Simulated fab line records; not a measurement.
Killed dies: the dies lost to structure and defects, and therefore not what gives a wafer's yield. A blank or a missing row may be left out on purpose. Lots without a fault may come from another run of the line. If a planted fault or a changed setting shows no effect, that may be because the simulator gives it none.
A lot that was struck, set against a sound lot + flow sky130 + 18 steps out of a route of 708
Sound: the wafers L354.2, L354.5, L354.6. Wafers L365.2, L365.3, L365.6 were the ones struck. The cause is given at the end.
Each step with rows lists, per side, the tool, then ch with its chambers, then its first start. Under that, the readings that differ: sound wafers + struck wafers + difference of the means + sigmas: that difference in standard deviations of wafers without a fault.
alike: words and numbers the same on both sides, and readings whose means are apart by under 2 such deviations; not compared: readings that were withheld, readings missing a value for some wafer, numbers with overlapping values and no deviation given by the record, and bounds like >300 which may hide the same value.
Wherever a step has rows on one side only, a row that says differs or no value, or a row with sigmas, the two part there. Numbers that have no deviation but don't overlap get no sigmas and don't part them. Lack of a reading on every wafer of one side parts them only where that side has two or more wafers.

SKY_VIA4_ETCH_12: etches SiO2 in C4F8/O2/Ar, stops on TiN, target depth 580 nm.
  sound on rieDiel-01 ch 0,1,2, day 43 18:55; struck on rieDiel-02 ch 1,2,3, day 46 18:16
  alike: oesProductAu
then, 4 steps without rows for these wafers: SKY_VIA4_STRIP_13 (strips in O2/N2); SKY_VIA4_STRIP_14 (strips in post etch residue remover, time 1200 s); SKY_VIA4_CLEAN_15 (cleans in IPA, time 180 s); SKY_VIA4_CLEAN_16 (cleans in O3/DIW).
SKY_VIA4_SPUTTER_17: material TiN, target thk 20 nm, time 80 s.
  struck on pvdSputter-02, day 46 19:00; sound on pvdSputter-04, day 43 19:35
  alike: cathodeDcPowerW, chamberPressurePa, throttleValvePct
SKY_VIA4_CVD_18: deposits W, target thk 505 nm, time 152.14 s.
  sound on cvdW-02 ch 0,1, day 43 19:39; struck on cvdW-01 ch 0,1, day 46 19:04
  alike: heaterPowerW
SKY_VIA4_RS_MEAS_19: uses a four-point probe to measure.
  struck on filmMetro-03, day 46 19:14; sound on filmMetro-04, day 43 19:49
  alike: VIA4_W_RS
SKY_VIA4_THK_MEAS_20: measures by xrf.
  struck on filmMetro-03, day 46 19:21; sound on filmMetro-04, day 43 19:56
  alike: VIA4_W_THK
SKY_VIA4_CMP_21: polishes, stops on SiO2, t overpolish 25 s, target thk 0 nm.
  sound on cmp-02 ch 0,2,3, day 43 20:08; struck on cmp-01 ch 1,2, day 46 19:25
  alike: motorCurrentA, overpolishRunS, timeToEndpointS
then, 2 steps without rows for these wafers: SKY_METAL5_SPUTTER_00 (material Ti, target thk 15 nm, time 10 s); SKY_METAL5_SPUTTER_01 (material TiN, target thk 20 nm, time 16.7 s).
SKY_METAL5_SPUTTER_02: material AlCu, target thk 1150 nm, time 61.2 s.
  struck on pvdSputter-04, day 46 19:46; sound on pvdSputter-03, day 43 20:20
  no value came back on the struck wafers for cathodeDcPowerW (W), chamberPressurePa (Pa), throttleValvePct (%); on the sound wafers cathodeDcPowerW (W) reads 10604 10602 10602
SKY_METAL5_SPUTTER_03: material Ti, target thk 5 nm, time 3.3 s.
  struck on pvdSputter-04, day 46 19:49; sound on pvdSputter-03, day 43 20:23
  alike: cathodeDcPowerW, chamberPressurePa, throttleValvePct
then, 1 step without rows for these wafers: SKY_METAL5_SPUTTER_04 (material TiN, target thk 70 nm, time 58.3 s).
SKY_METAL5_RS_MEAS_05: uses a four-point probe to measure.
  struck on filmMetro-02, day 46 19:55; sound on filmMetro-02, day 43 20:28
| reading                 | sound                | struck               | difference | sigmas      |
|-------------------------|----------------------|----------------------|------------|-------------|
| METAL5_ALCU_RS (ohm/sq) | 0.0268 0.0268 0.0266 | 8.5217 8.5796 8.5321 | +8.5177    | +99 or more |
SKY_METAL5_THK_MEAS_06: measures by xrf.
  struck on filmMetro-02, day 46 20:01; sound on filmMetro-02, day 43 20:35
| reading              | sound          | struck   | difference | sigmas |
|----------------------|----------------|----------|------------|--------|
| METAL5_ALCU_THK (nm) | 1174 1177 1178 | <0 <0 <0 | differs    |        |
then, 1 step without rows for these wafers: SKY_METAL5_DEHYDRATE_07 (time 60 s).

== WHERE THEY PART ==
Last at SKY_METAL5_THK_MEAS_06 as far as this record goes, first at SKY_METAL5_SPUTTER_02.

WHY: what had been put in by the simulator
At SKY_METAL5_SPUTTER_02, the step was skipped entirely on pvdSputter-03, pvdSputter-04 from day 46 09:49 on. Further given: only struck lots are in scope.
